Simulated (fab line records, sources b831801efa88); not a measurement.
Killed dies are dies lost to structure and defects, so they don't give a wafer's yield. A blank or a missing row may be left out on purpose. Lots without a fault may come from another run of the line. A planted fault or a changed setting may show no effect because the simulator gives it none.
fab line records | flow sky130
record lots=13 wafers=39 last_day=49
route steps=708 shown LI_CONTACT@383 LOCAL_INTERCONNECT@398 CONTACT@410 PAD_OPEN@708
lots that met no fault: from a run of the same line without faults
start_h: hours from the record's first day to the start of the lot's first wafer shown | wait_h: hours since the lot's step before | " the same as in the row above | L1.1+2: a row that stands for several wafers | - no value, or no start given | * or withheld: withheld | < > ~ a bound
route shown NAME@n: a module of which the file shows steps, and the number in the route of the first | usual: mean/standard deviation of fault-free wafers | same: alike in all rows | chamber/n: place in a boat | sites: the reading at each site | _std_site: their standard deviation | _edge_site: outer sites' mean less inner sites' | radius_mm: how far each site lies from the wafer's centre | mask NAME#n: copy n | behind: the tool/chamber that last shaped the wafer | hold: why the lot was held/for how many hours/how that ended | device: the transistor (n, p or np) that didn't switch | end of line: the same wafers' tests at the end of the route | a step without rows: its recipe alone | killed: dies lost to structure and defects at the first sort, not the wafer's yield | map: a wafer's dies, x killed, . not, _ none there
set.NAME: the setting as run; set.NAME@STEP: as run at that earlier step | model.NAME: the simulator's own value behind a step, which no gauge read
steps of the route over a sample of lots; a table a step, a row a wafer
services: from which hour (start_h, from the record's first day; less than 0 if before it) a tool's chamber was out of use, for how many hours, and why
## steps
# step SKY_LI_CONTACT_CVD_21
# recipe material=W target_thk_nm=400 time_s=120.56 temp_c=400 pressure_torr=40
# usual heater_power_w=784/39
# same time_s=120.56
# columns lot.wafer tool chamber start_h wait_h heater_power_w
L969.2 cvd_w-01 1 660.04 0.0 797
L969.3 " 0 " " 802
L969.4 " 1 " " 812
L970.2 cvd_w-02 1 675.18 0.0 720
L970.3 " 1 " " 723
L970.6 " 0 " " 794
L971.3 cvd_w-02 1 685.90 0.1 721
L971.5 " 1 " " 735
L971.6 " 0 " " 774
L973.2 cvd_w-02 1 707.79 0.0 731
L973.3 " 1 " " 723
L973.5 " 0 " " 787
L974.1 cvd_w-02 0 711.67 0.0 811
L974.5 " 0 " " 802
L974.6 " 1 " " 727
L975.1 cvd_w-01 1 718.42 0.0 823
L975.3 " 1 " " 836
L975.5 " 1 " " 821
L976.1 cvd_w-01 0 728.83 0.0 822
L976.2 " 1 " " 811
L976.3 " 0 " " 781
L977.1 cvd_w-02 1 737.47 0.0 742
L977.4 " 0 " " 782
L977.6 " 1 " " 721
L978.1 cvd_w-01 1 749.39 0.0 831
L978.5 " 1 " " 811
L978.6 " 0 " " 817
L979.2 cvd_w-01 0 754.49 0.0 811
L979.3 " 0 " " 842
L979.6 " 0 " " 826
L987.1 cvd_w-01 0 814.49 0.0 814
L987.2 " 1 " " 815
L987.6 " 0 " " 795
L988.2 cvd_w-01 1 825.55 0.0 816
L988.5 " 0 " " 824
L988.6 " 1 " " 803
L989.1 cvd_w-02 1 835.63 0.0 721
L989.2 " 0 " " 794
L989.4 " 1 " " 730
# step SKY_LOCAL_INTERCONNECT_CD_MEAS_11
# recipe target_cd_nm=170
# usual cd_nm=169.7/1.6
# columns lot.wafer tool chamber start_h wait_h cd_nm
L969.2 cd_sem-02 - 688.93 - 170.3
L969.3 " - " " 171.8
L969.4 " - " " 170.2
L970.2 cd_sem-02 - 704.98 - 168.4
L970.3 " - " " 169.0
L970.6 " - " " 169.1
L971.3 cd_sem-02 - 715.16 - 169.7
L971.5 " - " " 168.9
L971.6 " - " " 168.9
L973.2 cd_sem-02 - 736.43 - 171.2
L973.3 " - " " 173.2
L973.5 " - " " 173.0
L974.1 cd_sem-01 - 740.71 - 169.3
L974.5 " - " " 168.0
L974.6 " - " " 168.2
L975.1 cd_sem-02 - 747.42 - 165.6
L975.3 " - " " 167.9
L975.5 " - " " 169.0
L976.1 cd_sem-01 - 757.72 - 170.1
L976.2 " - " " 168.9
L976.3 " - " " 168.9
L977.1 cd_sem-02 - 766.37 - 171.6
L977.4 " - " " 171.7
L977.6 " - " " 171.1
L978.1 cd_sem-02 - 778.01 - 170.0
L978.5 " - " " 169.3
L978.6 " - " " 170.4
L979.2 cd_sem-02 - 782.94 - 166.4
L979.3 " - " " 167.6
L979.6 " - " " 168.4
L987.1 cd_sem-02 - 841.06 - 168.0
L987.2 " - " " 167.3
L987.6 " - " " 169.6
L988.2 cd_sem-01 - 852.93 - 170.7
L988.5 " - " " 169.9
L988.6 " - " " 169.4
L989.1 cd_sem-01 - 861.71 - 169.3
L989.2 " - " " 169.2
L989.4 " - " " 169.3
# step SKY_LOCAL_INTERCONNECT_ETCH_13
# recipe chemistry=N2/H2 target=BARC ion_energy_ev=200 bias_w=100 pressure_mtorr=30 n2_flow_sccm=100 h2_flow_sccm=200 icp_w=500 stop_on=SiO2 time_s=45.9 target_depth_a=600
# usual bias_w=100.0/0.34 drypump_motor_current_A=5.57/0.29 he_backside_leak_sccm=3.4/0.33 oes_product_au=0.863/0.005 throttle_valve_pct=13.226/0.0089
# same time_s=45.9
# columns lot.wafer tool chamber start_h wait_h bias_w drypump_motor_current_A he_backside_leak_sccm oes_product_au rf_hours_counter_h throttle_valve_pct
L969.2 rie_metal-03 0 689.07 0.0 99.9 5.60 3.0 0.859 7 13.234
L969.3 " 1 " " 100.5 5.80 3.4 0.863 - 13.228
L969.4 " 0 " " 100.0 5.59 3.2 0.864 - 13.234
L970.2 rie_metal-02 1 705.12 0.0 100.3 5.68 3.3 0.867 5 13.229
L970.3 " 0 " " 99.8 5.29 3.4 0.858 - 13.232
L970.6 " 1 " " 100.5 5.69 3.4 0.864 - 13.225
L971.3 rie_metal-02 0 715.30 0.0 99.8 5.27 3.6 0.868 - 13.211
L971.5 " 1 " " 99.6 5.67 3.5 0.863 - 13.228
L971.6 " 0 " " 100.0 5.28 3.6 0.864 - 13.226
L973.2 rie_metal-03 1 736.56 0.0 99.9 5.77 3.4 0.863 1 13.228
L973.3 " 1 " " 100.3 5.79 3.4 0.871 - 13.218
L973.5 " 1 " " 100.6 5.77 3.4 0.863 - 13.233
L974.1 rie_metal-02 1 740.86 0.0 100.1 5.66 3.3 0.862 7 13.241
L974.5 " 0 " " 99.7 5.29 3.1 0.866 - 13.233
L974.6 " 1 " " 100.1 5.69 3.4 0.866 - 13.228
L975.1 rie_metal-02 1 747.58 0.0 99.8 5.66 3.3 0.863 7 13.230
L975.3 " 1 " " 99.8 5.67 3.4 0.861 - 13.234
L975.5 " 0 " " 99.8 5.27 3.4 0.863 - 13.226
L976.1 rie_metal-01 1 757.88 0.0 99.2 5.12 3.0 0.867 7 13.227
L976.2 " 0 " " 100.2 6.07 3.0 0.859 4 13.221
L976.3 " 0 " " 100.4 6.07 3.2 0.861 - 13.225
L977.1 rie_metal-01 0 766.53 0.0 99.9 6.06 3.2 0.861 4 13.228
L977.4 " 0 " " 100.1 6.03 3.0 0.871 - 13.230
L977.6 " 0 " " 100.3 6.07 3.2 0.868 - 13.216
L978.1 rie_metal-03 0 778.16 0.0 100.2 5.58 3.3 0.861 10 13.234
L978.5 " 1 " " 99.8 5.82 3.6 0.871 - 13.225
L978.6 " 0 " " 100.4 5.59 3.1 0.863 - 13.225
L979.2 rie_metal-01 1 783.08 0.0 99.4 5.14 3.5 0.872 8 13.221
L979.3 " 1 " " 99.8 5.16 3.2 0.866 - 13.242
L979.6 " 1 " " 99.7 5.16 3.3 0.864 - 13.218
L987.1 rie_metal-02 1 841.22 0.0 92.2 5.66 3.6 0.867 10 13.229
L987.2 " 0 " " 92.8 5.29 3.4 0.867 8 13.211
L987.6 " 0 " " 92.6 5.30 3.7 0.852 - 13.231
L988.2 rie_metal-02 1 853.07 0.0 92.4 5.67 3.5 0.861 11 13.209
L988.5 " 0 " " 92.8 5.30 3.3 0.861 - 13.221
L988.6 " 1 " " 91.8 5.62 3.4 0.873 - 13.233
L989.1 rie_metal-02 1 861.87 0.0 92.6 5.69 3.4 0.860 11 13.229
L989.2 " 0 " " 92.6 5.31 3.5 0.864 8 13.226
L989.4 " 1 " " 92.1 5.64 3.3 0.865 - 13.211
# step SKY_CONTACT_CMP_04
# recipe material=SiO2 down_force_psi=4 platen_rpm=60 pad_velocity_m_s=0.94248
# usual motor_current_A=12.5/1.1 retaining_ring_pressure_frac=1.000/0.0055 time_to_endpoint_s=82/5.1
# columns lot.wafer tool chamber start_h wait_h motor_current_A retaining_ring_pressure_frac time_to_endpoint_s
L969.3 cmp-02 1 690.05 0.0 12.0 0.998 79
L969.2 " 2 " " 12.9 1.004 84
L969.4 " 0 " " 13.0 1.002 89
L970.2 cmp-02 1 706.10 0.1 12.0 1.016 85
L970.3 " 2 " " 13.2 1.009 91
L970.6 " 0 " " 12.5 1.002 93
L971.3 cmp-01 1 716.26 0.1 11.6 0.998 80
L971.5 " 0 " " 11.6 0.988 75
L971.6 " 1 " " 11.8 0.995 80
L973.2 cmp-02 0 737.53 0.0 11.6 0.993 87
L973.3 " 1 " " 12.0 0.996 87
L973.5 " 1 " " 11.7 0.993 84
L974.1 cmp-02 3 741.97 0.2 12.5 0.999 82
L974.6 " 0 " " 12.2 0.998 91
L974.5 " 1 " " 11.5 0.997 83
L975.3 cmp-02 3 748.54 0.0 13.2 1.002 77
L975.1 " 2 " " 13.7 1.005 84
L975.5 " 3 " " 12.8 0.997 78
L976.1 cmp-02 1 758.86 0.1 11.6 1.011 83
L976.3 " 2 " " 13.3 1.011 86
L976.2 " 3 " " 13.0 1.003 78
L977.4 cmp-02 1 767.52 0.0 12.0 1.000 76
L977.1 " 3 " " 13.0 0.995 74
L977.6 " 2 " " 13.2 1.009 78
L978.1 cmp-01 0 779.39 0.1 12.7 1.007 79
L978.5 " 2 " " 12.1 0.994 85
L978.6 " 3 " " 17.3 0.997 81
L979.2 cmp-02 2 784.06 0.1 12.5 0.994 79
L979.3 " 0 " " 11.6 1.001 84
L979.6 " 2 " " 13.5 0.996 81
L987.2 cmp-01 0 842.17 0.0 12.0 1.003 83
L987.1 " 2 " " 12.3 1.003 83
L987.6 " 0 " " 12.1 0.995 80
L988.2 cmp-02 0 854.31 0.2 12.2 1.006 82
L988.6 " 1 " " 11.5 1.000 72
L988.5 " 2 " " 14.3 0.993 88
L989.4 cmp-02 3 862.84 0.1 12.6 1.009 76
L989.2 " 0 " " 12.3 1.009 81
L989.1 " 1 " " 12.1 0.998 84
# step SKY_PAD_OPEN_PROBE_99
# usual killed_at_M0_to_M3=43/7 killed_at_M4_up=3.0/1.9 killed_at_contacts=24/4.6 killed_at_front_end=15/4.1 killed_at_other=0.3/0.52 killed_dies=84/9.7 killed_open=46/6.9 killed_short=38/6.8
# same gross_dies=492 killed_at_back_side=0
# columns lot.wafer tool chamber start_h wait_h killed_at_M0_to_M3 killed_at_M4_up killed_at_contacts killed_at_front_end killed_at_other killed_dies killed_open killed_short
L979.2 prober-01 - 1133.83 0.1 45 4 37 15 1 102 57 44
L979.3 prober-01 - 1133.88 0.2 48 5 20 18 0 91 53 37
L979.6 prober-01 - 1134.03 0.2 32 4 24 13 0 73 42 31
L988.6 prober-01 - 1178.96 0.2 37 2 21 16 1 77 38 36
L989.1 prober-02 - 1185.17 0.1 42 3 30 17 1 93 57 34
# killed by level:class
L979.2 VIA2:geometric_particle:open=14 CONTACT:geometric_particle:open=12 LOCAL_INTERCONNECT:geometric_particle:short=7 LI_CONTACT:geometric_particle:open=7 CONTACT:geometric_particle:short=7 FIELD_ISO:geometric_particle:open=6 METAL1:geometric_particle:short=6 VIA1:geometric_particle:open=6
L979.3 METAL2:geometric_particle:short=10 VIA2:geometric_particle:open=10 CONTACT:geometric_particle:open=9 LI_CONTACT:geometric_particle:open=7 VIA1:geometric_particle:open=6 VIA3:geometric_particle:open=6 POLY_GATE:geometric_particle:open=5 POLY_GATE:geometric_particle:short=4
L979.6 CONTACT:geometric_particle:open=10 VIA1:geometric_particle:open=7 LI_CONTACT:geometric_particle:short=6 LI_CONTACT:geometric_particle:open=5 VIA2:geometric_particle:open=5 METAL2:geometric_particle:short=5 VIA3:geometric_particle:open=4 VIA1:geometric_particle:short=4
L988.6 VIA3:geometric_particle:open=7 VIA1:geometric_particle:open=6 LOCAL_INTERCONNECT:geometric_particle:short=6 CONTACT:geometric_particle:open=5 VIA1:geometric_particle:short=5 POLY_GATE:geometric_particle:open=4 LI_CONTACT:geometric_particle:open=4 CONTACT:geometric_particle:short=4
L989.1 VIA1:geometric_particle:open=14 CONTACT:geometric_particle:open=10 LI_CONTACT:geometric_particle:open=9 VIA3:geometric_particle:open=8 POLY_GATE:geometric_particle:short=7 LOCAL_INTERCONNECT:geometric_particle:short=6 VIA2:geometric_particle:open=5 METAL2:geometric_particle:short=4
## services
# columns tool chamber start_h hours kind
rie_metal-01 0 636.52 - clean
rie_metal-01 0 636.52 17.0 scheduled_down
rie_metal-01 0 636.52 17.0 vent_cycle
rie_metal-02 0 638.17 15.0 repair
cmp-02 - 655.40 7.3 pm
rie_metal-03 1 661.90 - clean
rie_metal-03 1 661.90 22.5 scheduled_down
cmp-02 - 678.34 2.1 repair
cmp-02 - 680.43 5.7 pm
cvd_w-02 - 688.09 2.8 pm
cmp-01 - 703.94 1.2 repair
rie_metal-03 1 715.89 2.1 repair
cvd_w-01 - 722.69 6.0 pm
cvd_w-01 - 736.51 2.2 repair
cmp-02 - 744.19 4.0 pm
cmp-02 - 748.19 - consumable_replace:conditioner
cmp-02 - 748.19 - consumable_replace:pad
cvd_w-01 - 749.81 2.8 pm
rie_metal-02 0 777.54 8.8 repair
rie_metal-01 1 797.14 1.2 repair
cmp-01 - 805.19 6.2 pm
rie_metal-01 1 839.05 4.0 repair
cmp-01 - 844.32 9.9 repair
rie_metal-03 - 855.62 1.4 pm
## key
first_sign step=SKY_LOCAL_INTERCONNECT_ETCH_13 reading=bias_w direction=down sigmas=22 usual=100.0 struck=92.4
effect none on later readings
met_at SKY_LOCAL_INTERCONNECT_ETCH_13
struck_lots L987,L988,L989
tester_left_out L987,L988,L989
not_acting_at SKY_LI_CONTACT_CVD_21,SKY_LOCAL_INTERCONNECT_CD_MEAS_11,SKY_CONTACT_CMP_04
onset_between 747.58 841.22
fault kind=process_parameter_drift tool=rie_metal-02 chamber=- onset_h=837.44 steps=SKY_LOCAL_INTERCONNECT_ETCH_13 channel=bias_w offset=-7.4684 shape=step end_h=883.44 acts_in=these_recipes_only stated=100
# tester_left_out: of these lots the tester's yield and bins aren't shown, on N5 and GAA mostly nor the transistor test; their killed dies are dies lost to structure and defects alone, not to doping, threshold or leakage, so they don't give the yield
